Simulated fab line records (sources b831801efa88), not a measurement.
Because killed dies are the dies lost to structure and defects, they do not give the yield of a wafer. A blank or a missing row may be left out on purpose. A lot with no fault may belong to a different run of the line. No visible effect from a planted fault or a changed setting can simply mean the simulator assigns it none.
fab line records	flow sky130
record: lots: 6	wafers: 18	last_day: 50
route steps=708 shown METAL1@441 PAD_OPEN@708
lots that met no fault: taken from a fault-free run of the same line
start_h: the number of hours between the record's first day and the start of the first shown wafer of the lot	wait_h: time in hours since the lot's previous step	" unchanged from the row above	L1.1+2: several wafers, shown together as one row	- no value present, or no start provided	* or withheld: withheld	< > ~ a bound
route shown NAME@n: a module of which the file shows steps, and the number in the route of the first	usual: mean and standard deviation over wafers with no fault	same: alike in all rows	chamber/n: place in a boat	sites: each site's reading	_std_site: standard deviation of those values	_edge_site: mean of outer sites minus mean of inner sites	radius_mm: how far each site lies from the wafer's centre	mask NAME#n: copy n	behind: the last tool/chamber to shape the wafer	hold: why the lot went on hold/how many hours it stayed there/how the hold came to an end	device: the transistor (n, p or np) that didn't switch	end of line: tests run on the same wafers once the route is complete	a step given without rows: its recipe and nothing more	killed: not the wafer's yield, but the dies lost to structure and defects at the first sort	map: a wafer's dies, x killed, . not, _ none there
set.NAME: the run value of the setting; set.NAME@STEP: its run value at that earlier step	model.NAME: the simulator's own value behind a step, which no gauge read
lots seen at some steps along the route; tables by step, rows by wafer
services: when a tool's chamber went out of use (start_h, in hours from the record's first day, below 0 if earlier), for how many hours, and the reason
== steps ==
step: SKY_METAL1_DEHYDRATE_07
recipe: temp_c: 200	time_s: 60
step: SKY_METAL1_HMDS_08
recipe: prime_time_s: 60	prime_temp_c: 120
step: SKY_METAL1_COAT_09
recipe: resist: BARC	temp_c: withheld	time_s: withheld	spin_rpm: 3000	resist_thk_nm: 60
step: SKY_METAL1_COAT_10
recipe: resist: KrF-thick	spin_rpm: 3000	resist_thk_nm: 450
step: SKY_METAL1_SOFTBAKE_11
recipe: temp_c: 100	time_s: 90	resist: KrF-thick
step: SKY_METAL1_EXPOSE_12
recipe: mask_id: MM1	na: 0.8	source_shape: annular	sigma_inner: 0.55	sigma_outer: 0.85	target_cd_nm: 140	dose_mj: 28
step: SKY_METAL1_PEB_13
recipe: peb_temp_c: withheld	peb_time_s: withheld	resist: KrF-thick
step: SKY_METAL1_DEVELOP_14
recipe: develop_time_s: 60	resist: KrF-thick	dev_temp_c: 21
step: SKY_METAL1_CD_MEAS_15
recipe: target_cd_nm: 140
usual: cd_nm: 139.7/1.3
lot.wafer	tool	chamber	start_h	wait_h	cd_nm
L172.1	cd_sem-01	-	771.04	-	141.2
L172.3	"	-	"	"	141.0
L172.6	"	-	"	"	140.7
L179.1	cd_sem-02	-	825.95	-	140.3
L179.4	"	-	"	"	139.4
L179.5	"	-	"	"	138.8
L180.2	cd_sem-01	-	835.37	-	136.6
L180.4	"	-	"	"	139.3
L180.6	"	-	"	"	138.6
L184.1	cd_sem-02	-	861.20	-	141.7
L184.4	"	-	"	"	140.8
L184.6	"	-	"	"	139.5
L185.1	cd_sem-02	-	867.95	-	140.4
L185.3	"	-	"	"	139.7
L185.4	"	-	"	"	140.2
L194.1	cd_sem-01	-	931.05	-	140.1
L194.2	"	-	"	"	140.6
L194.6	"	-	"	"	139.1
step: SKY_METAL1_OVL_MEAS_16
usual: METAL1_OVL: 0/5.5
lot.wafer	tool	chamber	start_h	wait_h	METAL1_OVL[nm]
L172.1	overlay-02	-	771.16	0.1	5
L172.3	"	-	"	"	7
L172.6	"	-	"	"	8
L179.1	overlay-01	-	826.07	0.1	7
L179.4	"	-	"	"	15
L179.5	"	-	"	"	4
L180.2	overlay-02	-	835.47	0.1	2
L180.4	"	-	"	"	1
L180.6	"	-	"	"	-1
L184.1	overlay-02	-	861.32	0.1	-3
L184.4	"	-	"	"	-9
L184.6	"	-	"	"	-2
L185.1	overlay-01	-	868.07	0.1	3
L185.3	"	-	"	"	-3
L185.4	"	-	"	"	1
L194.1	overlay-01	-	931.17	0.1	-7
L194.2	"	-	"	"	-2
L194.6	"	-	"	"	1
step: SKY_METAL1_DESCUM_17
recipe: chemistry: O2	source_power_w: 150	bias_power_w: 0	pressure_mtorr: 10	temp_c: 40	time_s: 8
usual: chamber_pressure_mTorr: 9.998/0.0094	drypump_motor_current_A: 5.9/0.31	oes_product_au: 1.017/0.015
same: time_s: 8
lot.wafer	tool	chamber	start_h	wait_h	chamber_pressure_mTorr	drypump_motor_current_A	oes_product_au	rf_hours_counter_h
L172.1	rie_metal-04	0	771.20	0.0	9.985	5.7	1.007	14
L172.3	"	1	"	"	10.003	5.8	1.018	-
L172.6	"	1	"	"	10.012	5.9	1.020	-
L179.1	rie_metal-01	1	826.10	0.0	9.991	5.5	1.008	14
L179.4	"	1	"	"	10.000	5.5	0.998	-
L179.5	"	1	"	"	10.000	5.5	1.011	-
L180.2	rie_metal-01	1	835.51	0.0	9.991	5.5	1.011	-
L180.4	"	1	"	"	9.995	5.5	1.000	-
L180.6	"	1	"	"	10.028	5.5	1.010	-
L184.1	rie_metal-01	1	861.35	0.0	10.005	5.5	1.007	16
L184.4	"	0	"	"	9.994	6.0	0.985	-
L184.6	"	0	"	"	10.002	6.0	0.985	-
L185.1	rie_metal-03	1	868.10	0.0	10.015	6.4	1.029	3
L185.3	"	0	"	"	10.009	5.9	1.038	-
L185.4	"	1	"	"	10.006	6.4	1.027	-
L194.1	rie_metal-01	0	931.20	0.0	9.993	6.0	0.994	0
L194.2	"	1	"	"	9.980	5.5	1.003	18
L194.6	"	0	"	"	10.014	6.0	0.991	-
step: SKY_METAL1_ETCH_18
recipe: chemistry: N2/H2	target: BARC	ion_energy_ev: 200	bias_w: 100	pressure_mtorr: 30	n2_flow_sccm: 100	h2_flow_sccm: 200	icp_w: 500	stop_on: SiO2	time_s: 45.9	target_depth_a: 600
usual: chamber_pressure_mTorr: 29.99/0.051	drypump_motor_current_A: 5.9/0.32	oes_product_au: 0.855/0.0045	throttle_valve_pct: 13.224/0.009
same: time_s: 45.9
lot.wafer	tool	chamber	start_h	wait_h	chamber_pressure_mTorr	drypump_motor_current_A	oes_product_au	rf_hours_counter_h	throttle_valve_pct
L172.1	rie_metal-04	0	771.23	0.0	30.00	5.7	0.854	14	13.222
L172.3	"	1	"	"	29.99	5.9	0.853	-	13.230
L172.6	"	1	"	"	30.01	5.9	0.854	-	13.220
L179.1	rie_metal-01	1	826.16	0.1	30.02	5.5	0.849	14	13.227
L179.4	"	1	"	"	30.02	5.5	0.853	-	13.242
L179.5	"	1	"	"	29.97	5.5	0.860	-	13.235
L180.2	rie_metal-01	1	835.59	0.1	30.00	5.5	0.852	-	13.231
L180.4	"	1	"	"	30.01	5.5	0.860	-	13.221
L180.6	"	1	"	"	30.00	5.5	0.858	-	13.237
L184.1	rie_metal-01	1	861.38	0.0	29.99	5.5	0.855	16	13.217
L184.4	"	0	"	"	30.00	6.0	0.857	-	13.231
L184.6	"	0	"	"	29.99	6.0	0.855	-	13.225
L185.1	rie_metal-03	1	868.13	0.0	30.02	6.4	0.854	3	13.223
L185.3	"	0	"	"	30.05	5.9	0.862	-	13.245
L185.4	"	1	"	"	29.97	6.5	0.853	-	13.226
L194.1	rie_metal-01	0	931.24	0.0	29.97	6.0	0.860	0	13.214
L194.2	"	1	"	"	30.02	5.5	0.855	18	13.236
L194.6	"	0	"	"	29.99	6.0	0.851	-	13.220
step: SKY_METAL1_METAL_ETCH_19
recipe: target_depth_a: 3600	stop_on: SiO2	over_etch_frac: 0.3	time_s: 78	chemistry: Cl2/BCl3	resist_sidewall_deg: 88	pressure_mtorr: 10	icp_w: 900	bias_w: 48.5	Cl2_flow_sccm: 60	bcl3_flow_sccm: 30
usual: chamber_pressure_mTorr: 9.999/0.0095	drypump_motor_current_A: 5.9/0.31	oes_product_au: 0.854/0.0069	throttle_valve_pct: 22.264/0.0093
same: time_s: 78
lot.wafer	tool	chamber	start_h	wait_h	chamber_pressure_mTorr	drypump_motor_current_A	oes_product_au	rf_hours_counter_h	throttle_valve_pct	model.KrF-thick_of_METAL1_COAT_10.thk_nm	model.METAL1.cd_nm	model.SiO2_of_CONTACT_HDPCVD_02.thk_nm
L172.1	rie_metal-04	0	771.30	0.0	9.982	5.7	0.848	14	22.275	155.1	142.3	326.5
L172.3	"	1	"	"	9.994	5.9	0.848	-	22.276	144.5	138.6	324.2
L172.6	"	1	"	"	9.997	5.8	0.849	-	22.256	144.7	138.7	325
L179.1	rie_metal-01	1	826.29	0.1	10.006	5.5	0.847	14	22.258	153.1	139.6	325.8
L179.4	"	1	"	"	9.977	5.5	0.859	-	22.274	158.6	138	325.1
L179.5	"	1	"	"	9.997	5.5	0.847	-	22.270	157.3	136.2	324.8
L180.2	rie_metal-01	1	835.72	0.1	10.001	5.5	0.860	-	22.263	155.8	136.1	324.8
L180.4	"	1	"	"	9.995	5.5	0.858	-	22.264	199.6	143.5	327.3
L180.6	"	1	"	"	9.994	5.5	0.853	-	22.269	155.4	135.9	327.1
L184.1	rie_metal-01	1	861.45	0.0	9.996	5.5	0.845	16	22.272	153.6	143.7	328.3
L184.4	"	0	"	"	10.008	6.0	0.856	-	22.250	206.6	142.1	326.3
L184.6	"	0	"	"	9.994	6.0	0.851	-	22.276	164.8	135	327.4
L185.1	rie_metal-03	1	868.20	0.0	9.996	6.4	0.858	3	22.273	146.7	134.6	324.8
L185.3	"	0	"	"	9.993	5.9	0.862	-	22.266	144.8	138.3	326.3
L185.4	"	1	"	"	9.989	6.4	0.851	-	22.262	147	132.4	325.3
L194.1	rie_metal-01	0	931.33	0.1	10.005	6.0	0.868	0	22.273	160.3	141	326.1
L194.2	"	1	"	"	9.985	5.5	0.848	18	22.254	155	138.8	325.7
L194.6	"	0	"	"	10.022	6.0	0.847	-	22.272	161.8	137.8	326.2
step: SKY_METAL1_STRIP_20
recipe: chemistry: O2/N2	power_w: 1400	pressure_mtorr: 1500	platen_temp_c: withheld	o2_flow_sccm: 3000	n2_flow_sccm: 300	overash_fraction: 0.5
usual: chamber_pressure_mTorr: 1500.0/1.4	drypump_motor_current_A: 5.5/0.53	oes_product_au: 0.340/0.0053	strip_time_to_endpoint_s: 2.61/0.072
lot.wafer	tool	chamber	start_h	wait_h	chamber_pressure_mTorr	drypump_motor_current_A	oes_product_au	rf_hours_counter_h	strip_time_to_endpoint_s
L172.1	plasma_asher-03	0	771.39	0.1	1500.7	6.1	0.342	98	2.66
L172.3	"	1	"	"	1500.9	6.0	0.335	-	2.55
L172.6	"	0	"	"	1498.5	6.1	0.342	-	2.55
L179.1	plasma_asher-02	1	826.47	0.1	1497.9	5.1	0.338	38	2.64
L179.4	"	1	"	"	1498.6	5.1	0.346	-	2.69
L179.5	"	1	"	"	1499.8	5.1	0.346	-	2.68
L180.2	plasma_asher-04	0	835.87	0.1	1500.4	4.9	0.345	9	2.67
L180.4	"	1	"	"	1497.8	6.1	0.355	-	3.13
L180.6	"	0	"	"	1498.2	4.9	0.338	-	2.65
L184.1	plasma_asher-03	0	861.54	0.1	1496.6	6.1	0.336	108	2.64
L184.4	"	0	"	"	1502.1	6.2	0.366	-	3.25
L184.6	"	0	"	"	1499.4	6.1	0.339	-	2.78
L185.1	plasma_asher-04	1	868.29	0.1	1499.3	6.1	0.335	14	2.55
L185.3	"	0	"	"	1497.9	4.8	0.336	-	2.54
L185.4	"	1	"	"	1500.9	6.1	0.343	-	2.58
L194.1	plasma_asher-04	1	931.45	0.1	1499.1	6.1	0.345	21	2.72
L194.2	"	0	"	"	1498.3	4.8	0.342	21	2.67
L194.6	"	1	"	"	1498.9	6.1	0.338	-	2.72
step: SKY_METAL1_STRIP_21
recipe: chemistry: post_etch_residue_remover	time_s: 1200	temp_c: 72.5
step: SKY_PAD_OPEN_PROBE_99
lot.wafer	tool	chamber	start_h	wait_h	model.etest.met1_comb.leak_log10_a_um
L172.1	prober-01	-	1085.15	0.1	-12.07
L172.3	prober-01	-	1085.25	0.2	-11.78
L172.6	prober-01	-	1085.40	0.2	-12.02
L179.1	prober-02	-	1128.32	0.1	-12.16
L179.4	prober-02	-	1128.47	0.2	-11.83
L179.5	prober-02	-	1128.52	0.2	-11.96
L180.2	prober-01	-	1134.57	0.1	-11.95
L180.4	prober-01	-	1134.67	0.2	-9.972
L180.6	prober-01	-	1134.77	0.2	-11.86
L184.1	prober-01	-	1152.67	0.1	-11.95
L184.4	prober-01	-	1152.82	0.2	-10.19
L184.6	prober-01	-	1152.92	0.2	-12.03
L185.1	prober-02	-	1156.22	0.1	-12.07
L185.3	prober-02	-	1156.32	0.2	-11.86
L185.4	prober-02	-	1156.37	0.2	-12.08
L194.1	prober-01	-	1200.97	0.1	-12.07
L194.2	prober-01	-	1201.02	0.1	-12.04
L194.6	prober-01	-	1201.22	0.2	-12.02
killed by level:class
L172.1 VIA1:geometric_particle:open=16 CONTACT:geometric_particle:open=13 VIA1:geometric_particle:short=7 METAL2:geometric_particle:short=7 VIA2:geometric_particle:open=6 LI_CONTACT:geometric_particle:open=5 CONTACT:geometric_particle:short=4 POLY_GATE:geometric_particle:short=3
L172.3 VIA1:geometric_particle:open=12 CONTACT:geometric_particle:open=9 VIA2:geometric_particle:open=6 METAL1:geometric_particle:short=6 POLY_GATE:geometric_particle:open=5 POLY_GATE:geometric_particle:short=4 LI_CONTACT:geometric_particle:open=4 LOCAL_INTERCONNECT:geometric_particle:short=4
L172.6 VIA2:geometric_particle:open=10 CONTACT:geometric_particle:open=10 VIA1:geometric_particle:open=10 LI_CONTACT:geometric_particle:open=8 METAL2:geometric_particle:short=5 VIA2:geometric_particle:short=5 FIELD_ISO:geometric_particle:open=4 LI_CONTACT:geometric_particle:short=4
L179.1 VIA2:geometric_particle:open=12 CONTACT:geometric_particle:open=10 LI_CONTACT:geometric_particle:open=8 VIA3:geometric_particle:open=6 VIA1:geometric_particle:open=5 METAL2:geometric_particle:short=5 FIELD_ISO:geometric_particle:open=4 CONTACT:geometric_particle:short=4
L179.4 VIA1:geometric_particle:open=10 LI_CONTACT:geometric_particle:open=10 CONTACT:geometric_particle:open=9 FIELD_ISO:geometric_particle:open=5 VIA2:geometric_particle:open=5 VIA3:geometric_particle:short=5 VIA3:geometric_particle:open=5 LI_CONTACT:geometric_particle:short=4
L179.5 FIELD_ISO:geometric_particle:short=7 LI_CONTACT:geometric_particle:open=6 VIA2:geometric_particle:open=6 VIA3:geometric_particle:open=5 FIELD_ISO:geometric_particle:open=4 METAL4:geometric_particle:short=4 CONTACT:geometric_particle:open=4 METAL1:geometric_particle:short=4
L185.1 VIA1:geometric_particle:open=13 CONTACT:geometric_particle:open=11 VIA1:geometric_particle:short=8 FIELD_ISO:geometric_particle:open=5 FIELD_ISO:geometric_particle:short=5 METAL1:geometric_particle:short=5 LI_CONTACT:geometric_particle:open=4 VIA2:geometric_particle:open=4
L185.3 VIA1:geometric_particle:open=9 LI_CONTACT:geometric_particle:open=8 CONTACT:geometric_particle:short=7 VIA2:geometric_particle:open=7 VIA3:geometric_particle:open=6 CONTACT:geometric_particle:open=5 VIA1:geometric_particle:short=4 METAL2:geometric_particle:short=4
L185.4 CONTACT:geometric_particle:open=10 CONTACT:geometric_particle:short=9 VIA2:geometric_particle:open=7 VIA1:geometric_particle:short=7 FIELD_ISO:geometric_particle:open=6 LOCAL_INTERCONNECT:geometric_particle:short=6 VIA1:geometric_particle:open=6 METAL2:geometric_particle:short=6
L194.1 POLY_GATE:geometric_particle:short=10 VIA3:geometric_particle:open=10 VIA1:geometric_particle:open=9 CONTACT:geometric_particle:open=6 LI_CONTACT:geometric_particle:short=5 LOCAL_INTERCONNECT:geometric_particle:short=5 VIA3:geometric_particle:short=5 POLY_GATE:geometric_particle:open=4
L194.2 CONTACT:geometric_particle:open=11 METAL1:geometric_particle:short=9 VIA1:geometric_particle:open=8 VIA3:geometric_particle:open=7 VIA1:geometric_particle:short=6 POLY_GATE:geometric_particle:open=5 POLY_GATE:geometric_particle:short=5 METAL2:geometric_particle:short=5
L194.6 METAL1:geometric_particle:short=7 LOCAL_INTERCONNECT:geometric_particle:short=6 CONTACT:geometric_particle:open=6 METAL2:geometric_particle:short=6 FIELD_ISO:geometric_particle:open=4 POLY_GATE:geometric_particle:short=4 LI_CONTACT:geometric_particle:open=4 VIA1:geometric_particle:open=4
== services ==
tool	chamber	start_h	hours	kind
plasma_asher-02	-	758.29	3.9	repair
plasma_asher-04	-	768.70	2.8	pm
rie_metal-03	1	778.45	-	clean
rie_metal-03	1	778.45	20.6	scheduled_down
rie_metal-03	1	778.45	20.6	vent_cycle
rie_metal-01	0	808.99	48.4	repair
rie_metal-03	1	835.88	4.2	repair
rie_metal-04	0	855.61	-	clean
rie_metal-04	0	855.61	12.5	scheduled_down
rie_metal-04	0	855.61	12.5	vent_cycle
rie_metal-01	1	863.65	7.3	repair
rie_metal-01	-	882.57	28.1	pm
plasma_asher-02	-	900.31	1.4	repair
plasma_asher-04	-	903.98	1.1	repair
rie_metal-01	0	910.67	-	clean
rie_metal-01	0	910.67	15.6	scheduled_down
rie_metal-01	0	910.67	15.6	vent_cycle
== key ==
first_sign: step: SKY_METAL1_STRIP_20	reading: strip_time_to_endpoint_s	direction: up	sigmas: 7.9	usual: *	struck: *
effect: step: SKY_METAL1_STRIP_20	reading: oes_product_au	direction: up	sigmas: 3.9	usual: 0.340	struck: 0.361
model_effect: step: SKY_METAL1_METAL_ETCH_19	value: KrF-thick_of_METAL1_COAT_10.thk_nm	without: 159.7	struck: 203.1
model_effect: step: SKY_PAD_OPEN_PROBE_99	value: etest.met1_comb.leak_log10_a_um	without: -12.12	struck: -10.08
met_at SKY_METAL1_METAL_ETCH_19
struck_wafers L180.4,L184.4
sort_left_out L180.4,L184.4
onset_between 826.29 835.72
fault: kind: process_parameter_drift	tool: rie_metal-01	chamber: -	onset_h: 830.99	steps: SKY_METAL1_METAL_ETCH_19	channel: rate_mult	offset: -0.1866	shape: step	end_h: 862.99	scope: struck_wafers_only
sort_left_out: the simulated sort isn't trusted on such a fault, so these wafers' sort isn't shown, and their yield isn't known
